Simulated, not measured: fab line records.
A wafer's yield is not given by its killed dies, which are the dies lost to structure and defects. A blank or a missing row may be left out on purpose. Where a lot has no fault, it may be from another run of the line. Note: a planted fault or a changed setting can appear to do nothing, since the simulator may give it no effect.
fab line records | flow sfq_line
[record] lots = 6 wafers = 18 last_day = 95
route steps=325 shown I2@107 M3@118 I3@133 M4@148 M8@325
lots that met no fault: taken from a fault-free run of the same line
start_h: hours from the record's opening day to when the first of the lot's shown wafers began | wait_h: how many hours have passed since the lot's step before this one | " as in the row above | L1.1+2: a single row standing in for several wafers | - no value, or no start was given | * or withheld: withheld | < > ~ a bound
route shown NAME@n: a module of which the file shows steps, and the number in the route of the first | usual: the fault-free wafers' mean and standard deviation | same: alike in all rows | chamber/n: place in a boat | sites: readings site by site | _std_site: the values' standard deviation | _edge_site: the outer-site mean with the inner-site mean subtracted | radius_mm: for every site, how far away it sits from the centre of the wafer | mask NAME#n: copy n | behind: the last tool/chamber to shape the wafer | hold: reason for holding the lot/hours on hold/outcome of the hold | device: the n, p or np transistor that did not switch | end of line: at the end of the route, the tests of the same wafers | a step given without rows: its recipe and nothing more | killed: at the first sort, the dies lost to defects and structure; wafer yield is something else | map: dies across one wafer; x = killed, . = not, _ = none there
set.NAME: the setting as run; set.NAME@STEP: as run at that earlier step | model.NAME: the simulator's own value behind a step, which no gauge read
lots at selected steps of the route; one table per step, one row per wafer
services: from which hour (start_h, from the record's first day; less than 0 if before it) a tool's chamber was out of use, for how many hours, and why
[[steps]]
[step SFQ_TRILAYER_I2_VIA_LITHO_COAT_072]
[recipe] resist = BARC spin_rpm = 3000 resist_thk_nm = 62
[step SFQ_TRILAYER_I2_VIA_LITHO_COAT_067]
[recipe] resist = KrF spin_rpm = 3000 resist_thk_nm = 650
[step SFQ_TRILAYER_I2_VIA_LITHO_SOFTBAKE_071]
[recipe] temp_c = withheld time_s = withheld resist = KrF
[step SFQ_TRILAYER_I2_VIA_LITHO_EXPOSE_068]
[recipe] mask_id = I2 na = 0.6 source_shape = conventional sigma_outer = 0.65 target_cd_nm = 500 dose_mj = 21.3
[step SFQ_TRILAYER_I2_VIA_LITHO_PEB_070]
[recipe] peb_temp_c = 115 peb_time_s = 60 resist = KrF
[step SFQ_TRILAYER_I2_VIA_LITHO_DEVELOP_069]
[recipe] time_s = 60 resist = KrF
[step SFQ_I2_OVL_MEAS_918]
[usual] I2_OVL = -3/6.1
// columns lot.wafer tool chamber start_h wait_h I2_OVL[nm]
L679.1 overlay-02 - 907.79 0.1 -5
L679.3 " - " " -9
L679.5 " - " " -14
L681.2 overlay-02 - 911.39 0.1 1
L681.5 " - " " -2
L681.6 " - " " 7
L685.1 overlay-02 - 919.79 0.1 -13
L685.5 " - " " -11
L685.6 " - " " -17
L686.2 overlay-02 - 920.99 0.1 -15
L686.3 " - " " -15
L686.4 " - " " -15
L688.1 overlay-01 - 927.58 0.1 2
L688.3 " - " " 3
L688.5 " - " " -1
L690.1 overlay-02 - 1049.39 0.1 -1
L690.2 " - " " -3
L690.5 " - " " -6
[step SFQ_TRILAYER_I2_VIA_BARC_OPEN_VIA_ETCH_096]
[recipe] mask_material = PR chemistry = O2 target_depth_nm = 125 target = BARC source_w = 500 bias_w = 80 pressure_mtorr = 30 time_s = 41.7
[step SFQ_TRILAYER_I2_VIA_ETCH_VIA_ETCH_070]
[recipe] target = SiO2 stop_on = Nb mask_material = PR taper_deg = 20 chemistry = CHF3 target_depth_nm = 260 source_w = 500 bias_w = 80 pressure_mtorr = 30 time_s = withheld
[step SFQ_TRILAYER_I2_VIA_STRIP_STRIP_071]
[recipe] gas = O2 power_w = 200 platen_temp_c = 40 overash_fraction = 0.65 chemistry = O2 pressure_mtorr = 50
[step SFQ_TRILAYER_I2_VIA_STRIP_SOLV_CLEAN_072]
[recipe] chemistry = NMP temp_c = 70 time_s = 600
[step SFQ_TRILAYER_M3_DEP_PRE_CLEAN_074]
[recipe] gas = Ar time_s = 22.5 bias_v = 250
[step SFQ_TRILAYER_M3_DEP_SPUTTER_073]
[recipe] material = Nb base_pressure_pa = 1.33e-06 chamber_pressure_pa = 0.1333 substrate_temp_c = 20 resputter_cathode_voltage_v = 400 target_thk_nm = 200 power_w = 2000 time_s = 133.3
[usual] base_pressure_pa = 1.33e-06/9.8e-08 substrate_temp_c = 20.00/0.092 throttle_valve_pct = 29.6/1.4
// columns lot.wafer tool chamber start_h wait_h base_pressure_pa substrate_temp_c throttle_valve_pct model.Nb_of_TRILAYER_M3_DEP_SPUTTER_073.thk_nm
L679.1 pvd_sputter-05 - 908.78 0.0 1.17e-06 19.94 30.2 196.4
L679.3 " - " " 1.33e-06 19.90 31.1 199.8
L679.5 " - " " 1.58e-06 20.12 30.0 196.1
L681.2 pvd_sputter-03 - 912.38 0.0 1.18e-06 20.03 28.8 200.3
L681.5 " - " " 1.28e-06 19.96 29.5 198
L681.6 " - " " 1.26e-06 20.00 30.4 198.3
L685.1 pvd_sputter-05 - 920.78 0.0 1.35e-06 20.11 29.7 143
L685.5 " - " " 1.44e-06 20.10 31.4 200.8
L685.6 " - " " 1.26e-06 20.17 26.8 143.4
L686.2 pvd_sputter-06 - 921.98 0.0 1.28e-06 20.06 29.3 198.6
L686.3 " - " " 1.47e-06 20.09 27.1 197.1
L686.4 " - " " 1.34e-06 19.97 30.8 196.9
L688.1 pvd_sputter-05 - 928.57 0.0 1.33e-06 20.04 26.8 142.3
L688.3 " - " " 1.49e-06 19.92 30.5 196.2
L688.5 " - " " 1.37e-06 20.09 31.3 198.8
L690.1 pvd_sputter-06 - 1050.39 0.0 1.35e-06 20.05 30.8 201.5
L690.2 " - " " 1.39e-06 20.10 30.1 202.4
L690.5 " - " " 1.32e-06 19.91 31.0 201.5
[step SFQ_M3_RS_MEAS_919]
[recipe] thk_meas_gauge = four-point-probe reads = Nb_of_TRILAYER_M3_DEP_SPUTTER_073
[usual] M3_NB_RS = 0.893/0.0093
// columns lot.wafer tool chamber start_h wait_h M3_NB_RS[ohm/sq]
L679.1 film_metro-03 - 908.87 0.0 0.908
L679.3 " - " " 0.891
L679.5 " - " " 0.906
L681.2 film_metro-02 - 912.49 0.1 0.888
L681.5 " - " " 0.900
L681.6 " - " " 0.898
L685.1 film_metro-03 - 920.87 0.0 1.252
L685.5 " - " " 0.888
L685.6 " - " " 1.250
L686.2 film_metro-02 - 922.09 0.1 0.896
L686.3 " - " " 0.905
L686.4 " - " " 0.905
L688.1 film_metro-02 - 928.66 0.0 1.257
L688.3 " - " " 0.909
L688.5 " - " " 0.897
L690.1 film_metro-01 - 1050.48 0.0 0.883
L690.2 " - " " 0.878
L690.5 " - " " 0.882
[step SFQ_TRILAYER_M3_LITHO_COAT_080]
[recipe] resist = BARC spin_rpm = 3000 resist_thk_nm = 62
[step SFQ_TRILAYER_M3_LITHO_COAT_075]
[recipe] resist = KrF spin_rpm = 3000 resist_thk_nm = 600
[step SFQ_TRILAYER_M3_LITHO_SOFTBAKE_079]
[recipe] temp_c = withheld time_s = withheld resist = KrF
[step SFQ_TRILAYER_M3_LITHO_EXPOSE_076]
[recipe] mask_id = M3 na = 0.6 source_shape = conventional sigma_outer = 0.65 target_cd_nm = 500 dose_mj = 14.4
[step SFQ_TRILAYER_M3_LITHO_PEB_078]
[recipe] peb_temp_c = 115 peb_time_s = 60 resist = KrF
[step SFQ_TRILAYER_M3_LITHO_DEVELOP_077]
[recipe] time_s = 60 resist = KrF
[step SFQ_M3_OVL_MEAS_921]
[usual] M3_OVL = 1/6.4
// columns lot.wafer tool chamber start_h wait_h M3_OVL[nm]
L679.1 overlay-02 - 1014.79 0.1 5
L679.3 " - " " 0
L679.5 " - " " -1
L681.2 overlay-02 - 1018.39 0.1 0
L681.5 " - " " 3
L681.6 " - " " 3
L685.1 overlay-02 - 1024.39 0.1 8
L685.5 " - " " 1
L685.6 " - " " 12
L686.2 overlay-02 - 1025.59 0.1 2
L686.3 " - " " -4
L686.4 " - " " 2
L688.1 overlay-02 - 1029.19 0.1 -2
L688.3 " - " " -2
L688.5 " - " " -9
L690.1 overlay-02 - 1058.99 0.1 -1
L690.2 " - " " -1
L690.5 " - " " 0
[step SFQ_TRILAYER_M3_BARC_OPEN_METAL_ETCH_100]
[recipe] mask_material = PR chemistry = O2 target_depth_nm = 125 target = BARC icp_w = 600 bias_w = 80 pressure_mtorr = 10 time_s = 41.7
[usual] drypump_motor_current_A = 5.50/0.25 oes_product_au = 0.685/0.0046 rf_fwd_power_W = 594.0/2.2
[same] time_s = 41.7
// columns lot.wafer tool chamber start_h wait_h drypump_motor_current_A oes_product_au rf_fwd_power_W rf_hours_counter_h
L679.1 rie_metal-03 0 1014.82 0.0 5.36 0.683 596.9 90
L679.3 " 0 " " 5.37 0.686 592.3 -
L679.5 " 1 " " 5.27 0.696 592.2 -
L681.2 rie_metal-03 1 1018.42 0.0 5.30 0.695 592.7 110
L681.5 " 1 " " 5.30 0.683 590.8 -
L681.6 " 0 " " 5.36 0.689 593.5 -
L685.1 rie_metal-03 1 1024.42 0.0 5.29 0.687 594.2 112
L685.5 " 1 " " 5.29 0.686 595.3 -
L685.6 " 0 " " 5.36 0.685 596.0 -
L686.2 rie_metal-03 1 1025.62 0.0 5.29 0.688 593.1 112
L686.3 " 0 " " 5.36 0.688 595.6 -
L686.4 " 1 " " 5.29 0.696 592.7 -
L688.1 rie_metal-03 0 1029.22 0.0 5.38 0.681 594.9 95
L688.3 " 1 " " 5.29 0.683 596.7 -
L688.5 " 1 " " 5.28 0.687 593.3 -
L690.1 rie_metal-03 1 1059.02 0.0 5.29 0.681 594.3 118
L690.2 " 0 " " 5.36 0.684 595.2 99
L690.5 " 1 " " 5.31 0.691 594.7 -
[step SFQ_TRILAYER_M3_ETCH_METAL_ETCH_078]
[recipe] target = Nb stop_on = SiO2 mask_material = PR chemistry = Cl2/Ar target_depth_nm = 240 icp_w = 600 bias_w = 80 pressure_mtorr = 10 time_s = 120
[usual] drypump_motor_current_A = 5.50/0.24 oes_product_au = 0.893/0.0069 rf_fwd_power_W = 596.8/1.9
[same] time_s = 120
// columns lot.wafer tool chamber start_h wait_h drypump_motor_current_A oes_product_au rf_fwd_power_W rf_hours_counter_h
L679.1 rie_metal-03 0 1014.88 0.0 5.35 0.881 597.8 90
L679.3 " 0 " " 5.36 0.888 596.4 -
L679.5 " 1 " " 5.29 0.890 601.5 -
L681.2 rie_metal-03 1 1018.48 0.0 5.30 0.900 599.7 110
L681.5 " 1 " " 5.29 0.890 599.1 -
L681.6 " 0 " " 5.38 0.889 594.0 -
L685.1 rie_metal-03 1 1024.48 0.0 5.31 0.730 593.8 112
L685.5 " 1 " " 5.30 0.889 598.1 -
L685.6 " 0 " " 5.37 0.745 595.9 -
L686.2 rie_metal-03 1 1025.68 0.0 5.31 0.892 598.2 112
L686.3 " 0 " " 5.39 0.885 596.8 -
L686.4 " 1 " " 5.32 0.888 598.6 -
L688.1 rie_metal-03 0 1029.28 0.0 5.37 0.736 596.9 95
L688.3 " 1 " " 5.30 0.884 599.4 -
L688.5 " 1 " " 5.32 0.885 598.6 -
L690.1 rie_metal-03 1 1059.08 0.0 5.30 0.898 596.1 118
L690.2 " 0 " " 5.37 0.898 593.8 99
L690.5 " 1 " " 5.31 0.895 593.7 -
[step SFQ_TRILAYER_M3_STRIP_STRIP_079]
[recipe] gas = O2 power_w = 200 platen_temp_c = 40 overash_fraction = 0.65 chemistry = O2 pressure_mtorr = 50
[usual] drypump_motor_current_A = 5.50/0.25 oes_product_au = 1.008/0.0076 platen_temp_c = 39.99/0.11
// columns lot.wafer tool chamber start_h wait_h drypump_motor_current_A oes_product_au platen_temp_c rf_hours_counter_h
L679.1 rie_metal-03 0 1015.01 0.1 5.38 1.002 40.13 91
L679.3 " 0 " " 5.37 1.012 39.98 -
L679.5 " 1 " " 5.29 1.011 39.96 -
L681.2 rie_metal-03 1 1018.61 0.1 5.30 0.999 40.03 110
L681.5 " 1 " " 5.29 1.007 40.08 -
L681.6 " 0 " " 5.40 1.001 39.89 -
L685.1 rie_metal-03 1 1024.61 0.1 5.30 1.005 40.05 112
L685.5 " 1 " " 5.31 1.004 39.88 -
L685.6 " 0 " " 5.35 1.014 40.07 -
L686.2 rie_metal-03 1 1025.81 0.1 5.29 1.002 39.99 113
L686.3 " 0 " " 5.36 1.007 40.09 -
L686.4 " 1 " " 5.29 1.000 39.75 -
L688.1 rie_metal-03 0 1029.41 0.1 5.35 1.023 39.85 95
L688.3 " 1 " " 5.31 1.027 40.06 -
L688.5 " 1 " " 5.30 1.016 39.99 -
L690.1 rie_metal-03 1 1059.21 0.1 5.31 1.005 40.08 118
L690.2 " 0 " " 5.36 1.013 40.01 100
L690.5 " 1 " " 5.28 1.008 40.15 -
[step SFQ_TRILAYER_M3_STRIP_SOLV_CLEAN_080]
[recipe] chemistry = NMP temp_c = 70 time_s = 600
[step SFQ_TRILAYER_I3_DEP_PECVD_081]
[recipe] material = SiO2 temp_c = 150 time_s = 111.11 pressure_torr = 2.4 rf_w = 183.3 precursor = SiH4/N2O target_thk_nm = 500
[step SFQ_TRILAYER_I3_CMP_CMP_082]
[recipe] material = SiO2 down_force_psi = 3 platen_rpm = 60 pad_velocity_m_s = 0.94248
[step SFQ_I3_BOW_MEAS_922]
[recipe] mode = bow
[usual] I3_BOW = 4/9.9
// columns lot.wafer tool chamber start_h wait_h I3_BOW[um]
L679.1 film_metro-04 - 1075.07 1.5 4
L679.3 " - " " 5
L679.5 " - " " -10
L681.2 film_metro-02 - 1078.09 1.0 7
L681.5 " - " " -1
L681.6 " - " " 7
L685.1 film_metro-04 - 1084.07 2.0 2
L685.5 " - " " -7
L685.6 " - " " -2
L686.2 film_metro-01 - 1084.15 2.0 0
L686.3 " - " " 9
L686.4 " - " " 22
L688.1 film_metro-04 - 1087.13 2.0 8
L688.3 " - " " -3
L688.5 " - " " 7
L690.1 film_metro-04 - 1112.07 2.5 -16
L690.2 " - " " -4
L690.5 " - " " -12
[step SFQ_TRILAYER_I3_METRO_MEASURE_083]
[usual] thk_nm = 199.8/1.2
// columns lot.wafer tool chamber start_h wait_h thk_nm
L679.1 film_metro-04 - 1075.19 0.1 200.2
L679.3 " - " " 200.6
L679.5 " - " " 199.8
L681.2 film_metro-02 - 1078.39 0.3 199.3
L681.5 " - " " 199.8
L681.6 " - " " 199.3
L685.1 film_metro-04 - 1084.19 0.1 199.4
L685.5 " - " " 201.6
L685.6 " - " " 200.2
L686.2 film_metro-01 - 1084.45 0.3 197.7
L686.3 " - " " 199.0
L686.4 " - " " 199.9
L688.1 film_metro-04 - 1087.25 0.1 198.1
L688.3 " - " " 199.3
L688.5 " - " " 199.3
L690.1 film_metro-04 - 1112.19 0.1 201.1
L690.2 " - " " 200.3
L690.5 " - " " 201.9
[step SFQ_TRILAYER_I3_VIA_LITHO_COAT_090]
[recipe] resist = BARC spin_rpm = 3000 resist_thk_nm = 62
[step SFQ_TRILAYER_I3_VIA_LITHO_COAT_085]
[recipe] resist = KrF spin_rpm = 3000 resist_thk_nm = 650
[step SFQ_TRILAYER_I3_VIA_LITHO_SOFTBAKE_089]
[recipe] temp_c = withheld time_s = withheld resist = KrF
[step SFQ_TRILAYER_I3_VIA_LITHO_EXPOSE_086]
[recipe] mask_id = I3 na = 0.6 source_shape = conventional sigma_outer = 0.65 target_cd_nm = 500 dose_mj = 21.3
[step SFQ_TRILAYER_I3_VIA_LITHO_PEB_088]
[recipe] peb_temp_c = 115 peb_time_s = 60 resist = KrF
[step SFQ_TRILAYER_I3_VIA_LITHO_DEVELOP_087]
[recipe] time_s = 60 resist = KrF
[step SFQ_I3_OVL_MEAS_923]
[usual] I3_OVL = -1/6
// columns lot.wafer tool chamber start_h wait_h I3_OVL[nm]
L679.1 overlay-02 - 1196.29 0.1 -9
L679.3 " - " " -7
L679.5 " - " " -10
L681.2 overlay-02 - 1198.70 0.1 0
L681.5 " - " " 4
L681.6 " - " " 5
L685.1 overlay-02 - 1205.89 0.1 3
L685.5 " - " " -3
L685.6 " - " " -2
L686.2 overlay-01 - 1207.10 0.1 0
L686.3 " - " " -12
L686.4 " - " " 1
L688.1 overlay-01 - 1209.49 0.1 -13
L688.3 " - " " -17
L688.5 " - " " -16
L690.1 overlay-01 - 1233.62 0.1 -5
L690.2 " - " " 4
L690.5 " - " " -7
[step SFQ_TRILAYER_I3_VIA_BARC_OPEN_VIA_ETCH_121]
[recipe] mask_material = PR chemistry = O2 target_depth_nm = 125 target = BARC source_w = 500 bias_w = 80 pressure_mtorr = 30 time_s = 41.7
[usual] drypump_motor_current_A = 5.6/0.48 oes_product_au = 0.684/0.0046 rf_fwd_power_W = 494.6/2
[same] time_s = 41.7
// columns lot.wafer tool chamber start_h wait_h drypump_motor_current_A oes_product_au rf_fwd_power_W rf_hours_counter_h
L679.1 rie_diel-02 2 1196.33 0.0 5.1 0.682 494.8 8
L679.3 " 1 " " 5.9 0.685 490.3 14
L679.5 " 0 " " 5.6 0.683 493.6 -
L681.2 rie_diel-04 2 1198.73 0.0 4.7 0.682 495.4 14
L681.5 " 2 " " 4.7 0.681 495.6 -
L681.6 " 3 " " 4.9 0.683 494.4 -
L685.1 rie_diel-02 3 1205.93 0.0 6.0 0.689 498.3 18
L685.5 " 2 " " 5.1 0.682 498.2 -
L685.6 " 3 " " 6.0 0.681 498.1 -
L686.2 rie_diel-03 0 1207.13 0.0 5.7 0.680 494.4 6
L686.3 " 2 " " 5.5 0.683 493.6 16
L686.4 " 2 " " 5.5 0.679 494.1 -
L688.1 rie_diel-02 0 1209.53 0.0 5.7 0.682 493.6 6
L688.3 " 3 " " 6.0 0.688 498.0 18
L688.5 " 3 " " 6.0 0.691 497.2 -
L690.1 rie_diel-02 2 1233.66 0.0 5.1 0.681 495.6 8
L690.2 " 0 " " 5.6 0.684 493.7 7
L690.5 " 1 " " 5.9 0.686 492.6 -
[step SFQ_TRILAYER_I3_VIA_ETCH_VIA_ETCH_088]
[recipe] target = SiO2 stop_on = Nb mask_material = PR taper_deg = 20 chemistry = CHF3 target_depth_nm = 260 source_w = 500 bias_w = 80 pressure_mtorr = 30 time_s = withheld
[step SFQ_TRILAYER_I3_VIA_STRIP_STRIP_089]
[recipe] gas = O2 power_w = 200 platen_temp_c = 40 overash_fraction = 0.65 chemistry = O2 pressure_mtorr = 50
[usual] drypump_motor_current_A = 5.9/0.32 oes_product_au = 1.004/0.0073 platen_temp_c = 40.01/0.11
// columns lot.wafer tool chamber start_h wait_h drypump_motor_current_A oes_product_au platen_temp_c rf_hours_counter_h
L679.1 rie_metal-04 0 1196.48 - 6.2 1.005 39.93 23
L679.3 " 1 " " 6.1 1.008 40.04 -
L679.5 " 0 " " 6.2 1.005 40.06 -
L681.2 rie_metal-02 1 1198.88 - 6.2 0.998 39.94 93
L681.5 " 1 " " 6.2 1.004 39.94 -
L681.6 " 0 " " 5.4 1.001 40.13 -
L685.1 rie_metal-02 1 1206.08 - 6.3 0.988 40.06 94
L685.5 " 1 " " 6.3 0.992 40.06 -
L685.6 " 0 " " 5.4 1.008 40.01 -
L686.2 rie_metal-01 0 1207.28 - 5.8 0.998 40.04 23
L686.3 " 0 " " 5.8 0.996 40.11 -
L686.4 " 1 " " 5.4 1.004 40.11 -
L688.1 rie_metal-02 0 1209.68 - 5.4 1.007 40.00 13
L688.3 " 1 " " 6.2 1.002 40.06 -
L688.5 " 0 " " 5.4 1.010 39.88 -
L690.1 rie_metal-04 0 1233.81 - 6.2 1.008 39.93 28
L690.2 " 1 " " 6.1 1.007 40.08 59
L690.5 " 1 " " 6.1 1.009 39.95 -
[step SFQ_TRILAYER_I3_VIA_STRIP_SOLV_CLEAN_090]
[recipe] chemistry = NMP temp_c = 70 time_s = 600
[step SFQ_TRILAYER_M4_DEP_PRE_CLEAN_092]
[recipe] gas = Ar time_s = 22.5 bias_v = 250
[step SFQ_M8_BOW_MEAS_951]
[recipe] mode = bow
[usual] M8_BOW = 8/12
// columns lot.wafer tool chamber start_h wait_h M8_BOW[um] model.etest.m3.ohm_um model.etest.i2.link_ohm model.etest.m3.ohm_sq model.etest.i3.link_ohm
L679.1 film_metro-03 - 2125.15 0.0 0 1.808 1.974 0.9068 1.985
L679.3 " - " " 1 1.782 1.949 0.8913 1.954
L679.5 " - " " -13 1.816 1.98 0.9084 1.972
L681.2 film_metro-03 - 2130.86 0.0 6 1.772 1.962 0.8894 1.958
L681.5 " - " " 0 1.794 1.971 0.8996 1.958
L681.6 " - " " 7 1.794 1.959 0.8982 1.963
L685.1 film_metro-04 - 2218.99 0.0 12 2.482 2.39 1.245 2.339
L685.5 " - " " 2 1.768 1.965 0.8872 1.978
L685.6 " - " " 7 2.466 2.387 1.242 2.328
L686.2 film_metro-04 - 2225.44 0.0 3 1.786 1.989 0.897 1.994
L686.3 " - " " 12 1.795 1.99 0.9039 1.976
L686.4 " - " " 25 1.797 1.997 0.9047 1.98
L688.1 film_metro-03 - 2244.62 0.0 13 2.498 2.413 1.252 2.325
L688.3 " - " " 4 1.806 1.987 0.9076 1.983
L688.5 " - " " 13 1.788 1.983 0.8961 1.966
L690.1 film_metro-04 - 2271.23 0.0 -14 1.775 1.961 0.8838 1.953
L690.2 " - " " -3 1.762 1.964 0.8802 1.948
L690.5 " - " " -10 1.774 1.961 0.8838 1.954
[[services]]
// columns tool chamber start_h hours kind
rie_metal-02 1 885.18 5.5 repair
rie_diel-02 0 891.61 22.4 repair
film_metro-04 - 908.95 1.5 pm
rie_diel-02 2 926.22 39.9 repair
pvd_sputter-06 - 965.19 0.8 repair
film_metro-04 - 983.16 0.3 pm
rie_diel-02 1 991.65 2.4 repair
rie_diel-02 3 992.14 2.2 repair
rie_metal-04 - 1006.30 28.1 pm
film_metro-04 - 1025.85 6.3 repair
rie_metal-04 - 1050.96 1.0 repair
rie_metal-02 - 1053.90 2.8 pm
rie_metal-02 - 1083.31 0.3 repair
film_metro-04 - 1091.10 0.3 pm
rie_diel-02 3 1107.47 16.6 repair
pvd_sputter-05 - 1117.12 5.4 repair
pvd_sputter-05 - 1143.65 14.7 repair
film_metro-04 - 1149.39 1.7 pm
film_metro-04 - 1153.08 0.2 pm
rie_diel-02 1 1165.34 8.6 repair
pvd_sputter-05 - 1188.12 9.1 repair
film_metro-04 - 1218.15 5.8 pm
film_metro-04 - 1228.16 0.4 pm
pvd_sputter-05 - 1228.90 4.6 repair
[[key]]
[first_sign] step = SFQ_M3_RS_MEAS_919 reading = M3_NB_RS direction = up sigmas = 39 usual = 0.893 struck = 1.253
[effect] step = SFQ_TRILAYER_M3_ETCH_METAL_ETCH_078 reading = oes_product_au direction = down sigmas = 23 usual = 0.893 struck = 0.737
[model_effect] step = SFQ_TRILAYER_M3_DEP_SPUTTER_073 value = Nb_of_TRILAYER_M3_DEP_SPUTTER_073.thk_nm without = 197.3 struck = 142.9
[model_effect] step = SFQ_M8_BOW_MEAS_951 value = etest.m3.ohm_um without = 1.798 struck = 2.482
met_at SFQ_TRILAYER_M3_DEP_SPUTTER_073
struck_wafers L685.1,L685.6,L688.1
onset_between 908.78 920.78
[fault] kind = process_parameter_drift tool = pvd_sputter-05 chamber = - onset_h = 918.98 steps = SFQ_TRILAYER_M3_DEP_SPUTTER_073 channel = target_thk_nm offset = -54.381 shape = step end_h = 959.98 scope = struck_wafers_only acts_in = these_recipes_only stated = 200
